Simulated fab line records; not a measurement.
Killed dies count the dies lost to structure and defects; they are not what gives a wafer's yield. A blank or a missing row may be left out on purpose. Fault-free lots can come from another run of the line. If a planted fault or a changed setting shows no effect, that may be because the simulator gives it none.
Chamber matching + flow gf180mcu + rie_si-02 running GF_POLY_GATE_ETCH_13: 4 sister chambers
The step etches poly-Si in HBr/Cl2, stops on SiO2, target depth 198.5 nm, time 69.6 s. 8 wafers are shown with their chamber, then 7 later ones without.

## WAFERS WITH THEIR CHAMBER
| wafer  | chamber | drypump_motor_current_A (A) | run_length_s (s) |
|--------|---------|-----------------------------|------------------|
| L460.1 | 0       | 6.4                         | 97.4             |
| L460.6 | 2       | 5.3                         | 97.4             |
| L461.1 | 2       | 5.3                         | 97.7             |
| L461.3 | 1       | 5.6                         | 98.0             |
| L472.5 | 0       | 6.4                         | 97.4             |
| L472.6 | 3       | 5.5                         | 97.8             |
| L473.1 | 1       | 5.5                         | 97.7             |
| L473.3 | 3       | 5.6                         | 98.0             |

## WAFERS WITHOUT THEIR CHAMBER
| wafer  | drypump_motor_current_A (A) | run_length_s (s) |
|--------|-----------------------------|------------------|
| L473.6 | 5.6                         | 98.6             |
| L476.3 | 6.4                         | 97.1             |
| L476.4 | 6.4                         | 97.8             |
| L476.5 | 5.3                         | 97.7             |
| L478.1 | 5.6                         | 97.8             |
| L478.3 | 6.4                         | 97.2             |
| L478.4 | 6.4                         | 97.4             |

## THE CHAMBER EACH PASSED THROUGH
| wafer  | from the rows above     | in truth |
|--------|-------------------------|----------|
| L473.6 | can't be placed: 3 or 1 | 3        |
| L476.3 | 0                       | 0        |
| L476.4 | 0                       | 0        |
| L476.5 | 2                       | 2        |
| L478.1 | can't be placed: 1 or 3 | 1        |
| L478.3 | 0                       | 0        |
| L478.4 | 0                       | 0        |
Correct placement for 5 of the 7. From these rows, 2 cannot be placed; in 2 the true chamber is one of the candidates. 0 placed wrongly.
How it was worked out, from the rows above alone: a wafer's distance from a chamber is the root of the sum, over the readings, of the square of ((its reading less the chamber's mean) divided by the reading's scatter). If the next closest chamber is less than 2 further off than the closest, the wafer can't be placed; otherwise it belongs to the closest. For every chamber, the mean is computed from those of its wafers that are shown. The scatter is the square root of a quotient: the sum, over the shown wafers, of each reading's squared deviation from its chamber's mean, divided by wafers minus chambers.
